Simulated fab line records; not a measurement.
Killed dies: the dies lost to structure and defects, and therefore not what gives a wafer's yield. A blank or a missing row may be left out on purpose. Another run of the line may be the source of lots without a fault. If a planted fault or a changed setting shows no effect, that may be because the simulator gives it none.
Check of tool commonality -- flow sky130 -- 11 lots and 33 wafers in the sample

## REASON IT WAS OPENED
SKY_CONTACT_RS_MEAS_25, reading CONTACT_W_RS: flagged on 3 of 11 lots. Wafers without a fault read 0.339 ohm/sq, standard deviation 0.0045.
Rule: flag the lot when none of its wafers has a number, or when each of its wafers that has one lies beyond 4 standard deviations from that mean. The other lots count as sound.

lot,measured,on,"CONTACT_W_RS (ohm/sq), wafer by wafer",flag
L703,day 31 13:16,film_metro-04,0.339 0.335 0.336,
L708,day 34 01:23,film_metro-03,0.337 0.338 0.348,
L711,day 34 09:49,film_metro-04,0.341 0.340 0.340,
L713,day 35 11:28,film_metro-04,0.339 0.338 0.345,
L718,day 36 15:29,film_metro-04,58.225 57.546 57.853,FLAGGED
L719,day 36 20:59,film_metro-04,59.743 60.765 58.828,FLAGGED
L720,day 37 02:40,film_metro-03,57.730 56.403 58.284,FLAGGED
L721,day 37 12:15,film_metro-01,0.327 0.331 0.334,
L724,day 38 03:55,film_metro-03,0.337 0.333 0.333,
L725,day 39 03:31,film_metro-03,0.337 0.338 0.338,
L726,day 39 04:10,film_metro-04,0.341 0.343 0.346,
On average the flagged lots read 58.375 ohm/sq, which is +58.036 ohm/sq against the usual, or +99 or more standard deviations.

## LOT BY LOT: THE TOOL USED
Before the reading, the record contains 2 process steps out of a 708-step route. Each cell gives the tool, then ch followed by the chambers the sampled wafers passed through, then the start.
lot,flag,SKY_CONTACT_ETCH_16,SKY_CONTACT_CVD_24
L703,,"rie_diel-03 ch 0,1, day 31 12:16","cvd_w-01 ch 0,1, day 31 13:08"
L708,,"rie_diel-01 ch 0,3, day 34 00:28","cvd_w-02 ch 0,1, day 34 01:15"
L711,,"rie_diel-03 ch 0,2, day 34 08:49","cvd_w-01 ch 0,1, day 34 09:41"
L713,,"rie_diel-04 ch 1,3, day 35 10:33","cvd_w-01 ch 0,1, day 35 11:20"
L718,FLAGGED,"rie_diel-01 ch 0,2,3, day 36 14:34","cvd_w-02 ch 0,1, day 36 15:22"
L719,FLAGGED,"rie_diel-03 ch 0,2,3, day 36 20:03","cvd_w-02 ch 0,1, day 36 20:52"
L720,FLAGGED,"rie_diel-04 ch 0,1,3, day 37 01:46","cvd_w-01 ch 0,1, day 37 02:34"
L721,,"rie_diel-03 ch 1,3, day 37 11:21","cvd_w-01 ch 0,1, day 37 12:08"
L724,,"rie_diel-03 ch 0,1,2, day 38 02:55","cvd_w-01 ch 0,1, day 38 03:49"
L725,,"rie_diel-01 ch 2,3, day 39 02:36","cvd_w-02 ch 0,1, day 39 03:23"
L726,,"rie_diel-03 ch 0,1,2, day 39 03:15","cvd_w-02 ch 0,1, day 39 04:04"
These steps, and what they do:
- SKY_CONTACT_ETCH_16: etches BARC in N2/H2, stops on SiO2, time 45.9 s, target depth 60 nm.
- SKY_CONTACT_CVD_24: deposits W, target thk 340 nm, time 102.12 s.
- SKY_CONTACT_RS_MEAS_25: measures by four-point-probe.

## FLAGGED OVER TOTAL, TOOL BY TOOL (the gauges that took the reading come last)
step,tool,lots run,flagged,share of the flagged lots,sound lots run after its first flagged lot
SKY_CONTACT_ETCH_16,rie_diel-01,3,1,some,1 (L725)
SKY_CONTACT_ETCH_16,rie_diel-03,6,1,some,"3 (L721,L724,L726)"
SKY_CONTACT_ETCH_16,rie_diel-04,2,1,some,0
SKY_CONTACT_CVD_24,cvd_w-01,6,1,some,"2 (L721,L724)"
SKY_CONTACT_CVD_24,cvd_w-02,5,2,some,"2 (L725,L726)"
SKY_CONTACT_RS_MEAS_25,film_metro-01,1,0,none,-
SKY_CONTACT_RS_MEAS_25,film_metro-03,4,1,some,"2 (L724,L725)"
SKY_CONTACT_RS_MEAS_25,film_metro-04,6,2,some,1 (L726)

## WHAT IS ALLOWED BY THE TABLE
No row of the table ran every flagged lot.

## WHAT WAS PUT IN BY THE SIMULATOR
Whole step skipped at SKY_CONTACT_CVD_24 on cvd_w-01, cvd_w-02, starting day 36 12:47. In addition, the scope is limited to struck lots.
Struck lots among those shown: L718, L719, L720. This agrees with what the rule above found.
